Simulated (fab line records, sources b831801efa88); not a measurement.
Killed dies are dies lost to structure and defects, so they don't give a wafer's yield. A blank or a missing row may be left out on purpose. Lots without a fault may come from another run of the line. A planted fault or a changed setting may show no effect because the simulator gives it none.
Which tool did it? | flow sky130 | 10 lots, 30 wafers sampled, at 4 steps of a route of 708

WHAT THE GAUGES READ, wafer by wafer
SKY_POLY_GATE_THK_MEAS_01.
lot  | measured     | on            | POLY_GATE_CVD_00_THK (nm)
L934 | day 15 18:22 | film_metro-04 | 179.2 180.7 180.4
L930 | day 15 22:35 | film_metro-02 | 179.1 179.6 179.9
L933 | day 16 01:55 | film_metro-02 | 179.0 181.9 181.6
L936 | day 16 16:41 | film_metro-01 | 179.7 180.1 179.5
L938 | day 17 07:02 | film_metro-01 | 182.4 181.4 180.4
L939 | day 17 15:06 | film_metro-04 | 180.9 180.8 182.0
L942 | day 18 14:17 | film_metro-04 | 182.4 182.8 182.3
L946 | day 20 03:02 | film_metro-02 | 179.7 179.2 180.5
L948 | day 20 21:05 | film_metro-04 | 130.1 129.3 128.4
L951 | day 21 18:07 | film_metro-02 | 180.1 181.2 181.1

WHICH TOOL RAN EACH LOT (tool, then ch and the chambers of the sampled wafers, then the start)
lot  | SKY_VT_ADJUST_NCORE_STRIP_10         | SKY_VT_ADJUST_HVTR_STRIP_10          | SKY_POLY_GATE_CVD_00
L934 | plasma_asher-02 ch 0,1, day 9 22:09  | plasma_asher-04 ch 0,1, day 10 21:03 | lpcvd-01 ch 0, day 15 17:10
L930 | plasma_asher-02 ch 0,1, day 9 23:16  | plasma_asher-04 ch 0,1, day 10 23:01 | lpcvd-01 ch 1, day 15 21:23
L933 | plasma_asher-03 ch 0,1, day 10 01:57 | plasma_asher-01 ch 0,1, day 11 01:15 | lpcvd-01 ch 1, day 16 00:43
L936 | plasma_asher-03 ch 0,1, day 10 14:20 | plasma_asher-04 ch 0,1, day 11 14:35 | lpcvd-01 ch 1, day 16 15:28
L938 | plasma_asher-03 ch 0,1, day 11 02:14 | plasma_asher-04 ch 0,1, day 12 03:17 | lpcvd-01 ch 0, day 17 05:49
L939 | plasma_asher-04 ch 0,1, day 11 13:41 | plasma_asher-03 ch 0,1, day 12 15:17 | lpcvd-01 ch 0, day 17 13:53
L942 | plasma_asher-04 ch 0, day 12 04:48   | plasma_asher-04 ch 0,1, day 13 07:00 | lpcvd-01 ch 0, day 18 13:05
L946 | plasma_asher-02 ch 0,1, day 13 09:00 | plasma_asher-04 ch 0,1, day 14 12:52 | lpcvd-01 ch 1, day 20 01:50
L948 | plasma_asher-02 ch 0,1, day 14 07:21 | plasma_asher-04 ch 1, day 15 11:40   | lpcvd-01 ch 0, day 20 19:53
L951 | plasma_asher-02 ch 0,1, day 15 00:32 | plasma_asher-03 ch 0,1, day 16 05:14 | lpcvd-01 ch 1, day 21 16:53
- SKY_VT_ADJUST_NCORE_STRIP_10: strips in O2/N2.
- SKY_VT_ADJUST_HVTR_STRIP_10: strips in O2/N2.
- SKY_POLY_GATE_CVD_00: deposits poly-Si, target thk 180 nm, time 720 s.

THE ANSWER, worked out from the rows above alone
Rule: what is usual is taken from the lots themselves. Put in order of their means at a reading, lots are off if they are a third of the lots or fewer, leave a main group of 4 or more, and stand apart from it by a gap of 3 or more times the standard deviation of the main group's means; of several such gaps the widest counts. A main group whose means are all the same, to the digits that the tables above print for the reading, isn't used. A lot without any number at a reading at which 4 lots or more have one is off too. The other lots that the step has rows for count as sound.
Off: L948, at SKY_POLY_GATE_THK_MEAS_01 (POLY_GATE_CVD_00_THK). The main group: mean 180.7 nm, standard deviation 0.91.
A tool fits if, at a process step before that reading, it ran every lot that is off, and no sound lot after the first of them. The gauges at SKY_POLY_GATE_THK_MEAS_01 are tried like those tools. Can't be told from this: 2 tools fit, plasma_asher-04 at SKY_VT_ADJUST_HVTR_STRIP_10, film_metro-04 at SKY_POLY_GATE_THK_MEAS_01.

WHAT THE SIMULATOR HAD PUT IN
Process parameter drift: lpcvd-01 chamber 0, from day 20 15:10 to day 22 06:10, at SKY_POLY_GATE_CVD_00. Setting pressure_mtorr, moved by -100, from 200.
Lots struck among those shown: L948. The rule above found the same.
